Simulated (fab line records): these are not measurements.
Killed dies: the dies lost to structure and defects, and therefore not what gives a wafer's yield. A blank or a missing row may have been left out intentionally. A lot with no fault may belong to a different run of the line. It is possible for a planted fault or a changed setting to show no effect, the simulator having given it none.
Commonality check across tools || flow sky130 || 33 wafers sampled across 11 lots

REASON FOR OPENING
SKY_NWELL_TW_MEAS_15, reading NWELL_TW: flagged on 3 of 11 lots. Wafers without a fault read 1822, standard deviation 18.
Rule: a lot is flagged in two cases, either no wafer of it has a number, or all its wafers with numbers fall more than 4 standard deviations from that mean. The other lots count as sound.

{"lot": "L490", "measured": "day 4 17:58", "on": "filmMetro-01", "NWELL_TW, wafer by wafer": "1824 1834 1827", "flag": ""}
{"lot": "L495", "measured": "day 5 16:22", "on": "filmMetro-03", "NWELL_TW, wafer by wafer": "1792 1796 1793", "flag": ""}
{"lot": "L498", "measured": "day 6 14:23", "on": "filmMetro-01", "NWELL_TW, wafer by wafer": "2073 2071 2074", "flag": "FLAGGED"}
{"lot": "L499", "measured": "day 6 19:58", "on": "filmMetro-04", "NWELL_TW, wafer by wafer": "2071 2062 2069", "flag": "FLAGGED"}
{"lot": "L500", "measured": "day 7 09:27", "on": "filmMetro-04", "NWELL_TW, wafer by wafer": "2067 2065 2069", "flag": "FLAGGED"}
{"lot": "L501", "measured": "day 7 17:11", "on": "filmMetro-04", "NWELL_TW, wafer by wafer": "1831 1838 1825", "flag": ""}
{"lot": "L503", "measured": "day 7 21:41", "on": "filmMetro-04", "NWELL_TW, wafer by wafer": "1833 1833 1828", "flag": ""}
{"lot": "L506", "measured": "day 8 14:58", "on": "filmMetro-03", "NWELL_TW, wafer by wafer": "1786 1796 1795", "flag": ""}
{"lot": "L510", "measured": "day 9 10:35", "on": "filmMetro-04", "NWELL_TW, wafer by wafer": "1826 1808 1826", "flag": ""}
{"lot": "L511", "measured": "day 9 18:01", "on": "filmMetro-03", "NWELL_TW, wafer by wafer": "1793 1788 1791", "flag": ""}
{"lot": "L513", "measured": "day 10 04:10", "on": "filmMetro-03", "NWELL_TW, wafer by wafer": "1798 1797 1804", "flag": ""}
Average over the flagged lots: 2069; offset from the usual +247, equal to +14 standard deviations.

WHICH TOOL EACH LOT WENT THROUGH
3 process steps preceding the reading are held in the record, out of 708 steps in the route. Each cell gives the tool, then ch followed by the chambers the sampled wafers passed through, then the start.
{"lot": "L490", "flag": "", "SKY_DNWELL_STRIP_08": "plasmaAsher-03 ch 0,1, day 3 07:17", "SKY_PWDE_STRIP_09": "plasmaAsher-04 ch 0,1, day 4 00:34", "SKY_NWELL_IMPLANT_11": "implanter-02 ch 0, day 4 17:25"}
{"lot": "L495", "flag": "", "SKY_DNWELL_STRIP_08": "plasmaAsher-04 ch 1, day 4 06:05", "SKY_PWDE_STRIP_09": "plasmaAsher-02 ch 0,1, day 4 22:52", "SKY_NWELL_IMPLANT_11": "implanter-01 ch 0, day 5 15:49"}
{"lot": "L498", "flag": "FLAGGED", "SKY_DNWELL_STRIP_08": "plasmaAsher-01 ch 0,1, day 5 02:23", "SKY_PWDE_STRIP_09": "plasmaAsher-02 ch 0,1, day 5 20:07", "SKY_NWELL_IMPLANT_11": "implanter-02 ch 0, day 6 13:51"}
{"lot": "L499", "flag": "FLAGGED", "SKY_DNWELL_STRIP_08": "plasmaAsher-01 ch 0,1, day 5 08:11", "SKY_PWDE_STRIP_09": "plasmaAsher-03 ch 0, day 6 00:46", "SKY_NWELL_IMPLANT_11": "implanter-02 ch 0, day 6 19:25"}
{"lot": "L500", "flag": "FLAGGED", "SKY_DNWELL_STRIP_08": "plasmaAsher-03 ch 0,1, day 5 18:10", "SKY_PWDE_STRIP_09": "plasmaAsher-02 ch 0,1, day 6 13:04", "SKY_NWELL_IMPLANT_11": "implanter-02 ch 0, day 7 08:56"}
{"lot": "L501", "flag": "", "SKY_DNWELL_STRIP_08": "plasmaAsher-04 ch 0,1, day 6 01:59", "SKY_PWDE_STRIP_09": "plasmaAsher-04 ch 1, day 6 20:16", "SKY_NWELL_IMPLANT_11": "implanter-01 ch 0, day 7 16:39"}
{"lot": "L503", "flag": "", "SKY_DNWELL_STRIP_08": "plasmaAsher-04 ch 0,1, day 6 05:41", "SKY_PWDE_STRIP_09": "plasmaAsher-02 ch 0,1, day 7 01:01", "SKY_NWELL_IMPLANT_11": "implanter-01 ch 0, day 7 21:09"}
{"lot": "L506", "flag": "", "SKY_DNWELL_STRIP_08": "plasmaAsher-04 ch 0,1, day 6 21:44", "SKY_PWDE_STRIP_09": "plasmaAsher-03 ch 0,1, day 7 17:28", "SKY_NWELL_IMPLANT_11": "implanter-04 ch 0, day 8 14:25"}
{"lot": "L510", "flag": "", "SKY_DNWELL_STRIP_08": "plasmaAsher-01 ch 0,1, day 7 16:23", "SKY_PWDE_STRIP_09": "plasmaAsher-04 ch 0,1, day 8 13:10", "SKY_NWELL_IMPLANT_11": "implanter-01 ch 0, day 9 10:03"}
{"lot": "L511", "flag": "", "SKY_DNWELL_STRIP_08": "plasmaAsher-04 ch 0,1, day 8 00:32", "SKY_PWDE_STRIP_09": "plasmaAsher-03 ch 0,1, day 8 20:52", "SKY_NWELL_IMPLANT_11": "implanter-02 ch 0, day 9 17:28"}
{"lot": "L513", "flag": "", "SKY_DNWELL_STRIP_08": "plasmaAsher-03 ch 0,1, day 8 09:20", "SKY_PWDE_STRIP_09": "plasmaAsher-02 ch 0,1, day 9 06:16", "SKY_NWELL_IMPLANT_11": "implanter-04 ch 0, day 10 03:37"}
These steps, and what they do:
- SKY_DNWELL_STRIP_08: strips in O2/N2.
- SKY_PWDE_STRIP_09: strips in O2/N2.
- SKY_NWELL_IMPLANT_11
- SKY_NWELL_TW_MEAS_15

FLAGGED AGAINST TOTAL, ONE TOOL AT A TIME (gauges that did the reading follow at the end)
{"step": "SKY_DNWELL_STRIP_08", "tool": "plasmaAsher-01", "lots run": 3, "flagged": 2, "share of the flagged lots": "some", "sound lots run after its first flagged lot": "1 (L510)"}
{"step": "SKY_DNWELL_STRIP_08", "tool": "plasmaAsher-03", "lots run": 3, "flagged": 1, "share of the flagged lots": "some", "sound lots run after its first flagged lot": "1 (L513)"}
{"step": "SKY_DNWELL_STRIP_08", "tool": "plasmaAsher-04", "lots run": 5, "flagged": 0, "share of the flagged lots": "none", "sound lots run after its first flagged lot": "-"}
{"step": "SKY_PWDE_STRIP_09", "tool": "plasmaAsher-02", "lots run": 5, "flagged": 2, "share of the flagged lots": "some", "sound lots run after its first flagged lot": "2 (L503,L513)"}
{"step": "SKY_PWDE_STRIP_09", "tool": "plasmaAsher-03", "lots run": 3, "flagged": 1, "share of the flagged lots": "some", "sound lots run after its first flagged lot": "2 (L506,L511)"}
{"step": "SKY_PWDE_STRIP_09", "tool": "plasmaAsher-04", "lots run": 3, "flagged": 0, "share of the flagged lots": "none", "sound lots run after its first flagged lot": "-"}
{"step": "SKY_NWELL_IMPLANT_11", "tool": "implanter-01", "lots run": 4, "flagged": 0, "share of the flagged lots": "none", "sound lots run after its first flagged lot": "-"}
{"step": "SKY_NWELL_IMPLANT_11", "tool": "implanter-02", "lots run": 5, "flagged": 3, "share of the flagged lots": "all", "sound lots run after its first flagged lot": "1 (L511)"}
{"step": "SKY_NWELL_IMPLANT_11", "tool": "implanter-04", "lots run": 2, "flagged": 0, "share of the flagged lots": "none", "sound lots run after its first flagged lot": "-"}
{"step": "SKY_NWELL_TW_MEAS_15", "tool": "filmMetro-01", "lots run": 2, "flagged": 1, "share of the flagged lots": "some", "sound lots run after its first flagged lot": 0}
{"step": "SKY_NWELL_TW_MEAS_15", "tool": "filmMetro-03", "lots run": 4, "flagged": 0, "share of the flagged lots": "none", "sound lots run after its first flagged lot": "-"}
{"step": "SKY_NWELL_TW_MEAS_15", "tool": "filmMetro-04", "lots run": 5, "flagged": 2, "share of the flagged lots": "some", "sound lots run after its first flagged lot": "3 (L501,L503,L510)"}

WHAT THE TABLE PERMITS
In the table, 1 row covers all flagged lots: implanter-02 at SKY_NWELL_IMPLANT_11.
- implanter-02 at SKY_NWELL_IMPLANT_11: 3 of its 5 lots flagged. Lots that were sound ran on it after the first flagged one (L511); a persistent fault on the entire tool would not allow that. Its own readings (doseIonsCm2, faradayCurrentUA) fall more than 4 standard deviations out on all wafers of the flagged lots.
Not one row of the table ran every flagged lot while running no sound lot after the first.

WHAT THE SIMULATOR HAD PUT IN
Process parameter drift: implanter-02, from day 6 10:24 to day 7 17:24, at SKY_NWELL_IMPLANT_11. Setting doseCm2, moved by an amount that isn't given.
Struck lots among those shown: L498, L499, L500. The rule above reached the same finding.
